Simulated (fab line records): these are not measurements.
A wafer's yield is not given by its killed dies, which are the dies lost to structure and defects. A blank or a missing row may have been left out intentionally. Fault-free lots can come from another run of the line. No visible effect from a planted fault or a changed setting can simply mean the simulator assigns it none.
fab line records    flow gf180mcu
record lots=7  wafers=21  last-day=34
route steps=602 shown V1@336
lots untouched by any fault: they come from a run of this same line in which no faults occurred
start-h: hours from the record's opening day to when the first of the lot's shown wafers began    wait-h: time in hours since the lot's previous step    " as in the row above    L1.1+2: a row that stands for several wafers    - either no value or no given start    * or withheld: withheld    < > ~ a bound
route shown NAME@n: a module of which the file shows steps, and the number in the route of the first    usual: mean and standard deviation over wafers with no fault    same: alike in all rows    chamber/n: place in a boat    sites: each site's reading    _std_site: how widely they spread, as a standard deviation    _edge_site: outer sites' mean less inner sites'    radius-mm: how far each site lies from the wafer's centre    mask NAME#n: copy n    behind: the last tool/chamber to shape the wafer    hold: what put the lot on hold/how long, in hours/how the hold closed    device: the transistor (n, p or np) that didn't switch    end of line: the route-end tests of the same wafers    step lacking rows: just its recipe    killed: dies lost to structure and defects at the first sort, not the wafer's yield    map: the dies of a wafer, with x for killed, . for not killed, _ for no die there
set.NAME: the setting the step ran with; set.NAME@STEP: the setting that earlier step ran with    model.NAME: the simulator's own value behind a step, which no gauge read
lots at selected steps of the route; one table per step, one row per wafer
services: when a tool's chamber went out of use (start-h, in hours from the record's first day, below 0 if earlier), for how many hours, and the reason
## steps
# step GF_V1_THK_MEAS_01
# recipe reads=SiO2_of_V1_CVD_00
# usual V1_CVD_00_THK=601/6.5
lot.wafer  tool           chamber  start-h  wait-h  V1_CVD_00_THK[nm]
L245.2     film-metro-01  -        460.64   0.0     587
L245.3     "              -        "        "       595
L245.5     "              -        "        "       595
L253.1     film-metro-01  -        526.45   0.0     605
L253.3     "              -        "        "       608
L253.6     "              -        "        "       616
L254.1     film-metro-01  -        527.11   0.0     605
L254.3     "              -        "        "       607
L254.4     "              -        "        "       601
L255.4     film-metro-02  -        535.94   0.0     604
L255.5     "              -        "        "       603
L255.6     "              -        "        "       603
L258.2     film-metro-01  -        561.77   0.0     590
L258.3     "              -        "        "       593
L258.5     "              -        "        "       583
L260.1     film-metro-01  -        578.67   0.1     597
L260.4     "              -        "        "       598
L260.6     "              -        "        "       589
L261.1     film-metro-02  -        580.48   0.0     598
L261.4     "              -        "        "       593
L261.5     "              -        "        "       604
# step GF_V1_CVD_02
# recipe material=SiO2  target-thk-nm=850  precursor=TEOS  temp-c=400  time-s=94.851  rf-w=600
# usual heater-power-w=647/79
# same time-s=94.851
lot.wafer  tool      chamber  start-h  wait-h  heater-power-w
L245.2     pecvd-04  2        460.69   0.0     701
L245.3     "         0        "        "       594
L245.5     "         2        "        "       740
L253.1     pecvd-02  2        526.51   0.1     753
L253.3     "         0        "        "       670
L253.6     "         0        "        "       543
L254.1     pecvd-04  1        527.17   0.1     728
L254.3     "         2        "        "       647
L254.4     "         1        "        "       793
L255.4     pecvd-01  1        536.01   0.1     625
L255.5     "         2        "        "       702
L255.6     "         0        "        "       510
L258.2     pecvd-02  0        561.82   0.0     642
L258.3     "         2        "        "       761
L258.5     "         2        "        "       767
L260.1     pecvd-02  2        578.73   0.1     752
L260.4     "         1        "        "       746
L260.6     "         0        "        "       632
L261.1     pecvd-02  0        580.54   0.1     610
L261.4     "         0        "        "       645
L261.5     "         2        "        "       682
# step GF_V1_THK_MEAS_03
# recipe reads=SiO2_of_V1_CVD_02
# usual V1_CVD_02_THK=845/10
lot.wafer  tool           chamber  start-h  wait-h  V1_CVD_02_THK[nm]
L245.2     film-metro-04  -        460.77   0.0     831
L245.3     "              -        "        "       833
L245.5     "              -        "        "       859
L253.1     film-metro-04  -        526.58   0.0     852
L253.3     "              -        "        "       851
L253.6     "              -        "        "       859
L254.1     film-metro-02  -        527.24   0.0     830
L254.3     "              -        "        "       829
L254.4     "              -        "        "       848
L255.4     film-metro-02  -        536.07   0.0     845
L255.5     "              -        "        "       862
L255.6     "              -        "        "       850
L258.2     film-metro-02  -        561.90   0.0     847
L258.3     "              -        "        "       852
L258.5     "              -        "        "       863
L260.1     film-metro-01  -        578.80   0.0     846
L260.4     "              -        "        "       856
L260.6     "              -        "        "       848
L261.1     film-metro-02  -        580.61   0.0     833
L261.4     "              -        "        "       842
L261.5     "              -        "        "       855
# step GF_V1_CMP_04
# recipe material=SiO2  down-force-psi=4  platen-rpm=60  pad-velocity-m-s=0.94248
# usual motor-current-A=11.8/1.1  time-to-endpoint-s=78/4.9
lot.wafer  tool    chamber  start-h  wait-h  motor-current-A  time-to-endpoint-s
L245.3     cmp-02  0        460.82   0.0     11.3             71
L245.2     "       2        "        "       10.1             72
L245.5     "       1        "        "       12.2             81
L253.1     cmp-01  2        531.76   5.2     10.7             81
L253.3     "       3        "        "       12.9             86
L253.6     "       3        "        "       12.9             87
L254.4     cmp-02  0        532.04   4.8     11.6             80
L254.1     "       1        "        "       12.4             74
L254.3     "       2        "        "       10.5             73
L255.4     cmp-02  2        536.10   0.0     11.1             79
L255.5     "       2        "        "       10.5             84
L255.6     "       3        "        "       12.1             87
L258.3     cmp-01  3        562.00   0.1     13.0             83
L258.2     "       0        "        "       10.6             77
L258.5     "       3        "        "       12.7             87
L260.1     cmp-02  1        578.86   0.1     12.5             75
L260.4     "       2        "        "       10.6             77
L260.6     "       1        "        "       13.1             77
L261.1     cmp-02  0        580.72   0.1     11.3             70
L261.4     "       2        "        "       10.2             74
L261.5     "       3        "        "       12.0             81
# step GF_V1_BOW_MEAS_05
# recipe mode=bow
# usual V1_BOW=83/7.1
lot.wafer  tool           chamber  start-h  wait-h  V1_BOW[um]
L245.2     film-metro-01  -        461.14   0.2     90
L245.3     "              -        "        "       82
L245.5     "              -        "        "       83
L253.1     film-metro-04  -        532.06   0.2     86
L253.3     "              -        "        "       96
L253.6     "              -        "        "       81
L254.1     film-metro-01  -        532.29   0.1     83
L254.3     "              -        "        "       89
L254.4     "              -        "        "       75
L255.4     film-metro-04  -        536.46   0.3     91
L255.5     "              -        "        "       84
L255.6     "              -        "        "       77
L258.2     film-metro-01  -        562.27   0.2     78
L258.3     "              -        "        "       86
L258.5     "              -        "        "       80
L260.1     film-metro-01  -        579.16   0.2     71
L260.4     "              -        "        "       89
L260.6     "              -        "        "       71
L261.1     film-metro-04  -        580.97   0.2     92
L261.4     "              -        "        "       95
L261.5     "              -        "        "       94
# step GF_V1_DEHYDRATE_06
# recipe temp-c=200  time-s=60
# step GF_V1_HMDS_07
# recipe prime-time-s=60  prime-temp-c=120
# step GF_V1_COAT_08
# recipe resist=BARC  temp-c=withheld  time-s=withheld  spin-rpm=withheld  resist-thk-nm=withheld
# step GF_V1_COAT_09
# recipe resist=KrF  spin-rpm=withheld  resist-thk-nm=1000
# step GF_V1_SOFTBAKE_10
# recipe temp-c=130  time-s=60  resist=KrF
# step GF_V1_EXPOSE_11
# recipe mask-id=Via1  target-cd-nm=260  na=0.68  source-shape=conventional  sigma-outer=0.6  dose-mj=38
# step GF_V1_PEB_12
# recipe peb-temp-c=135  peb-time-s=90  resist=KrF
# step GF_V1_DEVELOP_13
# recipe develop-time-s=60  resist=KrF  dev-temp-c=21
# usual chill-plate-temp-C=23.00/0.1  develop-time-s=60/0  exhaust-pa=45.0/0.77
lot.wafer  tool            chamber  start-h  wait-h  chill-plate-temp-C  develop-time-s  exhaust-pa  model.KrF_of_V1_COAT_09.thk-nm
L245.2     litho-track-04  0        485.04   0.2     23.14               60              44.7        981.8
L245.3     "               0        "        "       23.01               60              44.7        979.8
L245.5     "               0        "        "       23.00               60              44.0        983.7
L253.1     litho-track-01  -        554.10   0.2     -                   -               -           998.7
L253.3     "               -        "        "       -                   -               -           1001
L253.6     "               -        "        "       -                   -               -           1002
L254.1     litho-track-04  -        554.16   0.2     -                   -               -           1005
L254.3     "               -        "        "       -                   -               -           1007
L254.4     "               -        "        "       -                   -               -           1005
L255.4     litho-track-02  -        559.12   0.1     -                   -               -           999.4
L255.5     "               -        "        "       -                   -               -           1001
L255.6     "               -        "        "       -                   -               -           1001
L258.2     litho-track-02  0        583.97   0.2     23.04               60              46.0        986.1
L258.3     "               0        "        "       23.04               60              46.8        985.3
L258.5     "               0        "        "       23.04               60              45.6        986.1
L260.1     litho-track-04  0        600.56   0.2     23.06               60              45.0        986.8
L260.4     "               0        "        "       22.98               60              45.0        984
L260.6     "               0        "        "       23.32               60              45.7        984.4
L261.1     litho-track-02  0        601.85   0.2     23.16               60              46.1        990.1
L261.4     "               0        "        "       23.02               60              45.5        991.7
L261.5     "               0        "        "       22.89               60              44.0        991.4
# step GF_V1_CD_MEAS_14
# recipe target-cd-nm=260
# usual cd-nm=260.1/1.2
lot.wafer  tool       chamber  start-h  wait-h  cd-nm
L245.2     cd-sem-02  -        485.18   0.1     259.7
L245.3     "          -        "        "       260.7
L245.5     "          -        "        "       259.2
L253.1     cd-sem-01  -        554.25   0.1     -
L253.3     "          -        "        "       -
L253.6     "          -        "        "       -
L254.1     cd-sem-02  -        554.31   0.1     -
L254.3     "          -        "        "       -
L254.4     "          -        "        "       -
L255.4     cd-sem-02  -        559.26   0.1     -
L255.5     "          -        "        "       -
L255.6     "          -        "        "       -
L258.2     cd-sem-01  -        584.12   0.1     258.7
L258.3     "          -        "        "       259.4
L258.5     "          -        "        "       259.8
L260.1     cd-sem-02  -        600.78   0.2     261.6
L260.4     "          -        "        "       261.1
L260.6     "          -        "        "       260.6
L261.1     cd-sem-02  -        602.00   0.1     262.3
L261.4     "          -        "        "       261.9
L261.5     "          -        "        "       260.8
## services
tool      chamber  start-h  hours  kind
cmp-02    -        443.01   1.0    repair
cmp-01    -        455.56   2.2    repair
pecvd-02  -        475.27   2.9    repair
cmp-01    -        491.86   1.1    repair
pecvd-04  -        532.97   1.4    repair
pecvd-04  2        558.55   6.4    repair
cmp-02    -        559.48   0.5    repair
cmp-02    -        572.05   4.0    pm
cmp-02    -        576.05   -      consumable-replace:conditioner
cmp-02    -        576.05   -      consumable-replace:pad
pecvd-02  -        586.61   1.4    repair
pecvd-02  -        591.12   14.0   pm
pecvd-02  0        591.12   14.0   vent-cycle
pecvd-02  1        591.12   14.0   vent-cycle
pecvd-02  2        591.12   14.0   vent-cycle
pecvd-04  -        599.79   28.1   pm
## key
first-sign step=GF_V1_DEVELOP_13  reading=tool-record  direction=missing
effect none on later readings
model-effect step=GF_V1_DEVELOP_13  value=KrF_of_V1_COAT_09.thk-nm  without=987.3  struck=1002
met-at GF_V1_DEVELOP_13
struck-wafers L253.1,L253.3,L253.6,L254.1,L254.3,L254.4,L255.4,L255.5,L255.6
later-rows-left-out L253.1,L253.3,L253.6,L254.1,L254.3,L254.4,L255.4,L255.5,L255.6
sort-left-out L253.1,L253.3,L253.6,L254.1,L254.3,L254.4,L255.4,L255.5,L255.6
onset-between 485.04 554.10
fault kind=skipped-step-whole  tool=litho-track-01,litho-track-02,litho-track-04  chamber=-  onset-h=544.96  steps=GF_V1_DEVELOP_13  scope=struck-lots-only
# sort-left-out: the simulated sort isn't trusted on such a fault, so these wafers' sort isn't shown, and their yield isn't known
# later-rows-left-out: the simulator's readings of these wafers behind a module that went badly wrong aren't trusted and aren't shown, but for the sort
